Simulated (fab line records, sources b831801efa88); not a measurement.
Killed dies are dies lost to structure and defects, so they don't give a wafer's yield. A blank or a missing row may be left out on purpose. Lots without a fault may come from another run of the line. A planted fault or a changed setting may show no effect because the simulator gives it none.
fab line records | flow sky130
record lots=11 wafers=33 last_day=50
route steps=708 shown FIELD_ISO@15 METAL1@451 VIA1@471 VIA2@521
lots that met no fault: from a run of the same line without faults
start_h: hours from the record's first day to the start of the lot's first wafer shown | wait_h: hours since the lot's step before | " the same as in the row above | L1.1+2: a row that stands for several wafers | - no value, or no start given | * or withheld: withheld | < > ~ a bound
route shown NAME@n: a module of which the file shows steps, and the number in the route of the first | usual: mean/standard deviation of fault-free wafers | same: alike in all rows | chamber/n: place in a boat | sites: the reading at each site | _std_site: their standard deviation | _edge_site: outer sites' mean less inner sites' | radius_mm: how far each site lies from the wafer's centre | mask NAME#n: copy n | behind: the tool/chamber that last shaped the wafer | hold: why the lot was held/for how many hours/how that ended | device: the transistor (n, p or np) that didn't switch | end of line: the same wafers' tests at the end of the route | a step without rows: its recipe alone | killed: dies lost to structure and defects at the first sort, not the wafer's yield | map: a wafer's dies, x killed, . not, _ none there
set.NAME: the setting as run; set.NAME@STEP: as run at that earlier step | model.NAME: the simulator's own value behind a step, which no gauge read
steps of the route over a sample of lots; a table a step, a row a wafer
services: from which hour (start_h, from the record's first day; less than 0 if before it) a tool's chamber was out of use, for how many hours, and why
## steps
# step SKY_FIELD_ISO_ETCH_14
# recipe chemistry=N2/H2 target=BARC ion_energy_ev=200 source_w=500 bias_w=100 pressure_mtorr=30 n2_flow_sccm=100 h2_flow_sccm=200 stop_on=SiO2 time_s=45.9 target_depth_a=600
# usual bias_w=100.0/0.31 drypump_motor_current_A=5.8/0.46 h2_flow_sccm=200.0/0.57 oes_product_au=0.855/0.0045 run_length_s=74.3/0.42 throttle_valve_pct=13.226/0.009
# columns lot.wafer tool chamber start_h wait_h bias_w drypump_motor_current_A h2_flow_sccm oes_product_au rf_hours_counter_h run_length_s throttle_valve_pct
L279.2 rie_diel-04 2 44.54 0.1 99.5 5.6 198.7 0.853 42 73.4 13.232
L279.3 " 3 " " 100.5 6.3 199.7 0.852 6 74.4 13.211
L279.4 " 1 " " 99.8 5.8 199.3 0.854 140 74.9 13.225
L280.1 rie_diel-01 3 45.07 0.1 100.5 5.4 199.9 0.857 132 74.2 13.214
L280.5 " 3 " " 100.7 5.4 199.9 0.846 - 74.4 13.233
L280.6 " 0 " " 99.8 6.2 200.4 0.865 - 75.1 13.222
L282.3 rie_diel-04 1 45.75 0.1 100.0 5.8 200.4 0.859 140 74.7 13.219
L282.5 " 2 " " 99.9 5.6 201.2 0.856 - 74.0 13.237
L282.6 " 1 " " 99.9 5.8 200.9 0.855 - 74.4 13.216
L283.1 rie_diel-02 0 52.66 0.1 99.8 5.5 200.0 0.855 47 73.8 13.233
L283.2 " 3 " " 100.1 5.9 199.7 0.854 16 74.9 13.224
L283.3 " 1 " " 100.3 6.7 200.0 0.857 117 74.7 13.229
L284.1 rie_diel-04 3 55.59 0.1 100.1 6.3 200.2 0.861 6 74.1 13.237
L284.3 " 1 " " 99.9 5.8 199.7 0.855 141 74.3 13.220
L284.6 " 1 " " 100.0 5.8 199.5 0.859 - 74.5 13.231
L287.1 rie_diel-01 3 72.44 0.1 99.7 5.4 199.4 0.847 133 74.2 13.226
L287.4 " 2 " " 100.2 5.0 199.2 0.853 0 74.6 13.230
L287.5 " 3 " " 99.8 5.4 199.6 0.845 - 74.2 13.232
L292.2 rie_diel-04 1 97.09 0.1 100.4 5.8 200.4 0.860 142 74.6 13.237
L292.3 " 2 " " 99.8 5.6 201.0 0.643 44 110.8 13.195
L292.5 " 0 " " 100.5 5.1 199.4 0.857 - 74.2 13.230
L293.4 rie_diel-04 1 100.60 0.0 100.6 5.8 199.7 0.858 142 74.8 13.222
L293.5 " 1 " " 99.7 5.8 200.5 0.845 - 74.5 13.208
L293.6 " 2 " " 100.4 5.6 200.9 0.639 - 110.7 13.206
L296.1 rie_diel-02 1 116.59 0.1 99.7 6.7 201.3 0.857 118 74.5 13.220
L296.2 " 3 " " 99.4 5.9 200.0 0.855 17 74.6 13.230
L296.3 " 2 " " 100.1 6.3 199.7 0.859 115 73.9 13.221
L298.1 rie_diel-01 2 128.55 0.1 100.2 5.0 200.3 0.855 1 75.2 13.217
L298.3 " 0 " " 99.8 6.2 198.8 0.855 12 74.8 13.226
L298.5 " 3 " " 99.9 5.4 200.0 0.865 - 74.1 13.219
L301.1 rie_diel-01 0 143.99 0.1 99.9 6.2 200.3 0.854 12 74.8 13.218
L301.4 " 1 " " 99.6 5.7 200.2 0.852 79 74.6 13.231
L301.5 " 2 " " 100.0 5.0 200.6 0.850 - 74.6 13.228
# step SKY_FIELD_ISO_STRIP_16
# recipe chemistry=O2/N2 power_w=1400 pressure_mtorr=1500 platen_temp_c=withheld o2_flow_sccm=3000 n2_flow_sccm=300 overash_fraction=0.5
# usual drypump_motor_current_A=5.5/0.56 oes_product_au=0.376/0.0055 strip_time_to_endpoint_s=3.52/0.048
# columns lot.wafer tool chamber start_h wait_h drypump_motor_current_A oes_product_au rf_hours_counter_h strip_time_to_endpoint_s
L279.2 plasma_asher-02 1 44.64 0.0 5.6 0.381 35 3.51
L279.3 " 1 " " 5.6 0.382 - 3.50
L279.4 " 0 " " 4.9 0.363 - 3.45
L280.1 plasma_asher-03 1 45.17 0.0 5.1 0.379 24 3.57
L280.5 " 1 " " 5.1 0.377 - 3.56
L280.6 " 0 " " 6.1 0.373 - 3.60
L282.3 plasma_asher-02 1 45.88 0.1 5.5 0.369 - 3.45
L282.5 " 1 " " 5.5 0.379 - 3.53
L282.6 " 0 " " 4.9 0.377 - 3.44
L283.1 plasma_asher-02 0 52.76 0.0 4.9 0.382 36 3.51
L283.2 " 1 " " 5.5 0.372 36 3.49
L283.3 " 0 " " 4.9 0.378 - 3.53
L284.1 plasma_asher-02 1 55.69 0.0 5.6 0.370 36 3.49
L284.3 " 0 " " 4.9 0.380 - 3.44
L284.6 " 0 " " 4.9 0.376 - 3.46
L287.1 plasma_asher-03 0 72.54 0.0 6.1 0.374 27 3.57
L287.4 " 1 " " 5.1 0.381 - 3.59
L287.5 " 0 " " 6.1 0.376 - 3.57
L292.2 plasma_asher-01 1 97.19 0.0 5.5 0.376 41 3.50
L292.3 " 1 " " 5.4 0.358 - 3.13
L292.5 " 1 " " 5.5 0.381 - 3.53
L293.4 plasma_asher-03 0 100.73 0.1 6.1 0.370 - 3.45
L293.5 " 0 " " 6.1 0.370 - 3.46
L293.6 " 1 " " 5.1 0.353 - 3.11
L296.1 plasma_asher-02 0 116.69 0.0 4.9 0.376 42 3.53
L296.2 " 1 " " 5.6 0.370 42 3.46
L296.3 " 1 " " 5.6 0.373 - 3.45
L298.1 plasma_asher-03 1 128.65 0.0 5.1 0.377 32 3.53
L298.3 " 1 " " 5.1 0.378 - 3.58
L298.5 " 0 " " 6.1 0.379 - 3.53
L301.1 plasma_asher-03 1 144.09 0.0 5.1 0.371 34 3.58
L301.4 " 1 " " 5.1 0.383 - 3.50
L301.5 " 0 " " 6.1 0.372 - 3.56
# step SKY_METAL1_DESCUM_17
# recipe chemistry=O2 source_power_w=150 bias_power_w=0 pressure_mtorr=10 temp_c=40 time_s=8
# usual drypump_motor_current_A=5.4/0.56 he_backside_leak_sccm=3.31/0.13 oes_product_au=0.997/0.014
# columns lot.wafer tool chamber start_h wait_h drypump_motor_current_A he_backside_leak_sccm oes_product_au rf_hours_counter_h
L280.1 rie_metal-03 0 785.53 0.0 5.0 3.35 0.993 13
L280.5 " 0 " " 5.0 3.17 0.976 -
L280.6 " 1 " " 5.2 3.39 1.016 -
L279.2 rie_metal-02 1 786.25 0.0 6.3 3.14 0.985 12
L279.3 " 0 " " 4.8 3.20 0.991 -
L279.4 " 1 " " 6.3 3.02 0.991 -
L282.3 rie_metal-04 0 787.03 0.0 6.0 3.34 1.015 -
L282.5 " 1 " " 5.9 3.35 0.995 -
L282.6 " 0 " " 6.0 3.44 1.016 -
L283.1 rie_metal-04 0 795.97 0.0 6.0 3.35 1.012 6
L283.2 " 1 " " 5.9 3.35 1.007 16
L283.3 " 0 " " 6.0 3.44 1.013 -
L284.1 rie_metal-04 1 805.78 0.0 5.9 3.57 1.007 16
L284.3 " 0 " " 6.0 3.44 1.012 -
L284.6 " 1 " " 5.9 3.45 1.008 -
L287.1 rie_metal-03 0 832.57 0.0 5.0 3.32 0.986 15
L287.4 " 1 " " 5.2 3.43 1.012 -
L287.5 " 1 " " 5.2 3.34 1.001 -
L292.2 rie_metal-03 1 868.75 0.0 5.2 3.21 0.996 1
L292.3 " 0 " " 5.0 3.51 0.983 -
L292.5 " 0 " " 5.0 3.33 0.986 -
L293.4 rie_metal-03 1 875.95 0.0 5.3 3.32 1.019 -
L293.5 " 1 " " 5.3 3.33 1.014 -
L293.6 " 1 " " 5.3 3.30 1.014 -
L298.1 rie_metal-02 0 924.12 0.0 4.8 3.32 0.993 11
L298.3 " 1 " " 6.3 3.08 0.998 -
L298.5 " 1 " " 6.3 3.22 1.005 -
L296.1 rie_metal-03 0 928.00 0.0 5.0 3.10 0.976 2
L296.2 " 1 " " 5.3 3.49 1.005 5
L296.3 " 0 " " 5.0 3.25 0.969 -
L301.1 rie_metal-03 0 930.93 0.0 5.0 3.24 0.985 2
L301.4 " 0 " " 5.0 3.20 0.984 -
L301.5 " 1 " " 5.3 3.27 1.014 -
# step SKY_VIA1_OVL_MEAS_13
# usual VIA1_OVL=-2/6.5
# columns lot.wafer tool chamber start_h wait_h VIA1_OVL[nm]
L280.1 overlay-01 - 813.14 0.1 -12
L280.5 " - " " -12
L280.6 " - " " -8
L279.2 overlay-01 - 814.00 0.1 1
L279.3 " - " " 9
L279.4 " - " " -5
L282.3 overlay-01 - 814.65 0.1 2
L282.5 " - " " 5
L282.6 " - " " -7
L283.1 overlay-02 - 823.00 0.1 -1
L283.2 " - " " -7
L283.3 " - " " 9
L284.1 overlay-01 - 833.05 0.1 9
L284.3 " - " " 1
L284.6 " - " " 0
L287.1 overlay-02 - 860.34 0.1 0
L287.4 " - " " -2
L287.5 " - " " 10
L292.2 overlay-01 - 895.01 0.1 -8
L292.3 " - " " -1
L292.5 " - " " -2
L293.4 overlay-01 - 902.36 0.1 2
L293.5 " - " " 10
L293.6 " - " " 0
L298.1 overlay-02 - 950.50 0.1 4
L298.3 " - " " 4
L298.5 " - " " 3
L296.1 overlay-02 - 953.99 0.1 2
L296.2 " - " " -8
L296.3 " - " " -7
L301.1 overlay-02 - 957.30 0.1 -2
L301.4 " - " " -10
L301.5 " - " " 1
# step SKY_VIA2_ETCH_14
# recipe chemistry=N2/H2 target=BARC ion_energy_ev=200 source_w=500 bias_w=100 pressure_mtorr=30 n2_flow_sccm=100 h2_flow_sccm=200 stop_on=SiO2 time_s=45.9 target_depth_a=600
# usual bias_w=100.0/0.31 drypump_motor_current_A=5.8/0.51 h2_flow_sccm=200.0/0.59 oes_product_au=0.855/0.0048 run_length_s=74.3/0.37 throttle_valve_pct=13.224/0.01
# columns lot.wafer tool chamber start_h wait_h bias_w drypump_motor_current_A h2_flow_sccm oes_product_au rf_hours_counter_h run_length_s throttle_valve_pct
L280.1 rie_diel-02 3 868.40 0.0 100.1 5.9 199.2 0.861 1 74.3 13.238
L280.5 " 2 " " 100.1 6.3 200.1 0.853 - 74.2 13.218
L280.6 " 1 " " 99.4 6.7 200.0 0.854 - 74.9 13.230
L279.2 rie_diel-01 1 869.10 0.0 99.9 5.6 200.7 0.854 8 74.3 13.216
L279.3 " 3 " " 100.0 5.4 200.8 0.853 15 74.4 13.216
L279.4 " 3 " " 100.2 5.4 200.6 0.858 - 74.1 13.226
L282.3 rie_diel-02 3 869.45 0.0 100.1 6.0 200.2 0.856 1 74.4 13.239
L282.5 " 1 " " 99.8 6.7 199.7 0.859 - 75.1 13.214
L282.6 " 2 " " 100.3 6.3 200.0 0.862 - 74.0 13.237
L283.1 rie_diel-04 3 878.30 0.0 100.5 6.3 199.9 0.855 26 74.0 13.224
L283.2 " 2 " " 99.7 5.6 200.3 0.854 5 73.6 13.213
L283.3 " 0 " " 100.5 5.1 198.7 0.855 17 74.4 13.241
L284.1 rie_diel-02 0 886.90 0.0 99.5 5.5 200.9 0.864 5 73.9 13.221
L284.3 " 3 " " 100.2 5.9 200.4 0.858 1 74.4 13.225
L284.6 " 0 " " 100.1 5.5 199.9 0.847 - 73.9 13.221
L287.1 rie_diel-04 3 913.17 0.0 100.0 6.3 200.2 0.856 27 74.4 13.235
L287.4 " 2 " " 100.5 5.6 201.4 0.866 6 73.5 13.220
L287.5 " 3 " " 99.9 6.3 199.8 0.841 - 74.0 13.231
L292.2 rie_diel-01 1 947.32 0.0 99.6 5.6 200.0 0.858 11 74.4 13.218
L292.3 " 0 " " 100.2 6.2 199.0 0.856 2 74.8 13.223
L292.5 " 0 " " 100.0 6.2 199.2 0.848 - 74.9 13.224
L293.4 rie_diel-01 1 954.77 0.0 100.1 5.6 200.2 0.847 11 74.4 13.206
L293.5 " 2 " " 99.8 5.0 200.8 0.853 - 74.6 13.228
L293.6 " 1 " " 99.6 5.6 199.8 0.849 - 74.5 13.216
L298.1 rie_diel-02 0 1001.77 0.0 100.3 5.5 199.2 0.860 8 74.0 13.215
L298.3 " 1 " " 100.0 6.7 199.6 0.854 13 74.5 13.224
L298.5 " 2 " " 99.9 6.4 199.9 0.858 - 73.9 13.237
L296.1 rie_diel-02 2 1005.59 0.0 99.5 6.3 200.4 0.857 12 73.9 13.219
L296.2 " 3 " " 100.5 6.0 200.7 0.856 5 74.3 13.237
L296.3 " 1 " " 99.2 6.7 199.7 0.847 13 74.6 13.225
L301.1 rie_diel-04 3 1009.49 0.0 100.1 6.3 199.0 0.858 0 74.2 13.231
L301.4 " 1 " " 99.6 5.8 199.8 0.853 19 74.7 13.255
L301.5 " 1 " " 100.1 5.8 200.1 0.860 - 74.4 13.209
## services
# columns tool chamber start_h hours kind
rie_diel-04 - 29.30 0.4 repair
rie_diel-01 3 53.16 8.4 repair
rie_diel-02 0 75.65 2.2 repair
rie_diel-04 2 133.82 26.5 repair
rie_diel-02 2 155.66 8.8 repair
rie_diel-02 1 161.74 2.9 repair
rie_diel-04 0 171.10 3.1 repair
rie_diel-02 0 220.75 14.6 repair
rie_diel-01 0 246.62 1.6 repair
rie_diel-04 1 254.91 2.7 repair
rie_diel-04 1 289.15 4.5 repair
rie_diel-04 3 347.60 10.5 repair
rie_diel-04 1 356.15 11.7 repair
rie_diel-04 0 412.08 3.5 repair
rie_diel-04 1 430.24 1.9 repair
rie_diel-04 1 434.74 5.6 repair
rie_diel-04 2 549.65 3.1 repair
rie_diel-04 2 843.66 11.7 repair
rie_diel-04 - 917.60 2.8 pm
rie_diel-04 1 927.04 7.9 repair
rie_diel-04 - 927.95 0.4 repair
rie_diel-04 0 947.16 8.5 repair
rie_diel-04 1 960.67 2.2 repair
rie_diel-04 - 991.23 14.6 pm
## key
first_sign step=SKY_FIELD_ISO_ETCH_14 reading=run_length_s direction=up sigmas=86 usual=* struck=*
effect step=SKY_FIELD_ISO_ETCH_14 reading=oes_product_au direction=down sigmas=48 usual=0.855 struck=0.641
effect step=SKY_FIELD_ISO_STRIP_16 reading=strip_time_to_endpoint_s direction=down sigmas=8.3 usual=* struck=*
met_at SKY_FIELD_ISO_ETCH_14
struck_lots L292,L293
struck_wafers L292.3,L293.6
tester_left_out L292,L293
not_acting_at SKY_METAL1_DESCUM_17,SKY_VIA1_OVL_MEAS_13,SKY_VIA2_ETCH_14
onset_between 45.75 97.09
fault kind=process_parameter_drift tool=rie_diel-04 chamber=2 onset_h=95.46 steps=SKY_FIELD_ISO_ETCH_14 channel=time_s offset=* shape=step end_h=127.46 acts_in=* stated=*
# tester_left_out: of these lots the tester's yield and bins aren't shown, on N5 and GAA mostly nor the transistor test; their killed dies are dies lost to structure and defects alone, not to doping, threshold or leakage, so they don't give the yield
